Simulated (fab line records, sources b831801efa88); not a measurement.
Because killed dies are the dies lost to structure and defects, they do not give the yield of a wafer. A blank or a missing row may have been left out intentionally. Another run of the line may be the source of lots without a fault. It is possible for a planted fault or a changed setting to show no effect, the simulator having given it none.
What tool caused it?	flow gf180mcu	15 lots, 45 wafers sampled, at 2 steps of a route of 602

## WHAT EACH GAUGE READ, for each wafer
GF_M3_CD_MEAS_14: the cd target is 280 nm.
lot	measured	on	cdNm (nm)
L953	day 21 08:29	cdSem-01	280.1 281.1 279.4
L954	day 21 16:01	cdSem-01	281.4 282.1 281.0
L955	day 22 04:43	cdSem-01	279.7 281.3 279.6
L958	day 23 09:15	cdSem-01	279.4 279.7 280.2
L960	day 24 09:15	cdSem-02	280.1 279.9 279.5
L961	day 24 13:10	cdSem-02	278.7 279.5 279.1
L962	day 24 19:25	cdSem-01	278.7 279.5 278.0
L963	day 25 07:18	cdSem-01	281.2 279.4 279.5
L966	day 26 00:31	cdSem-02	281.6 281.7 282.1
L967	day 26 10:19	cdSem-01	279.2 280.0 280.4
L968	day 26 14:58	cdSem-02	279.8 280.2 281.1
L973	day 28 03:29	cdSem-01	280.9 282.0 281.2
L974	day 28 09:14	cdSem-01	282.2 281.7 281.3
L975	day 28 16:29	cdSem-01	279.2 278.4 279.1
L976	day 28 21:32	cdSem-01	279.8 278.8 279.5

## WHAT TOOL EACH LOT RAN ON (gives the tool, then ch and the chambers of the sampled wafers, and finally the start)
lot	GF_V2_CMP_26
L953	cmp-02 ch 2,3, day 20 07:46
L954	cmp-02 ch 2,3, day 20 15:20
L955	cmp-02 ch 0,1, day 21 04:35
L958	cmp-01 ch 0,1,2, day 22 08:55
L960	cmp-01 ch 0,2, day 23 10:11
L961	cmp-01 ch 0,1,2, day 23 14:36
L962	cmp-02 ch 0,1, day 23 20:41
L963	cmp-01 ch 0,2,3, day 24 09:31
L966	cmp-01 ch 0,1,3, day 25 03:19
L967	cmp-01 ch 0,3, day 25 12:58
L968	cmp-02 ch 0,1,2, day 25 17:06
L973	cmp-02 ch 0,1,2, day 27 07:26
L974	cmp-02 ch 0,1,2, day 27 13:23
L975	cmp-02 ch 0,2, day 27 20:14
L976	cmp-02 ch 0,1,2, day 28 01:34
- GF_V2_CMP_26: polishes, stops on SiO2, t overpolish 15 s, target thk 0 nm.

## AS READ BY THE TOOLS THEMSELVES (means over the sampled wafers that have a number; for cases with no such wafer, the mark the record gives instead)
GF_V2_CMP_26.
lot	tool	motorCurrentA (A)	overpolishRunS (s)	platenRpm (rpm)	slurryFilterDpKPa (kPa)	timeToEndpointS (s)
L953	cmp-02	11.7	15.005	60.02	13.56	82.9
L954	cmp-02	11.6	15.000	60.02	13.29	84.7
L955	cmp-02	10.2	14.999	59.96	13.45	82.7
L958	cmp-01	11.9	15.001	60.00	13.50	85.4
L960	cmp-01	12.1	15.000	59.97	13.45	83.5
L961	cmp-01	11.7	14.997	59.97	13.50	81.7
L962	cmp-02	11.2	15.000	59.99	13.47	81.3
L963	cmp-01	11.2	14.996	59.99	13.56	83.5
L966	cmp-01	10.8	14.986	59.96	13.61	86.4
L967	cmp-01	10.4	14.999	60.03	13.46	82.3
L968	cmp-02	10.9	14.998	59.97	13.43	86.5
L973	cmp-02	10.8	15.001	59.98	13.65	85.4
L974	cmp-02	11.0	14.994	59.98	13.43	87.9
L975	cmp-02	10.7	15.004	60.04	13.42	83.5
L976	cmp-02	10.9	15.005	59.98	13.53	85.7

## THE ANSWER, worked out from the rows above alone
Rule: the lots themselves supply what counts as usual. Put in order of their means at a reading, lots are off if they are a third of the lots or fewer, leave a main group of 4 or more, and stand apart from it by a gap of 3 or more times the standard deviation of the main group's means; of several such gaps the widest counts. Not used: any main group whose means are identical at the precision the tables above print for the reading. Also off: a lot with no number at a reading for which 4 or more lots have one. The other lots that the step has rows for count as sound. The gauges are gone through in route order, then the tools' own readings, and for those a lot's mean is taken as printed above. The first step at which some lot is off is used, and at that step the reading that is off furthest; a lot without a number counts as furthest.
Across all readings shown, no lot is off: no conclusion can be drawn from this.

## WHAT WAS PUT IN BY THE SIMULATOR
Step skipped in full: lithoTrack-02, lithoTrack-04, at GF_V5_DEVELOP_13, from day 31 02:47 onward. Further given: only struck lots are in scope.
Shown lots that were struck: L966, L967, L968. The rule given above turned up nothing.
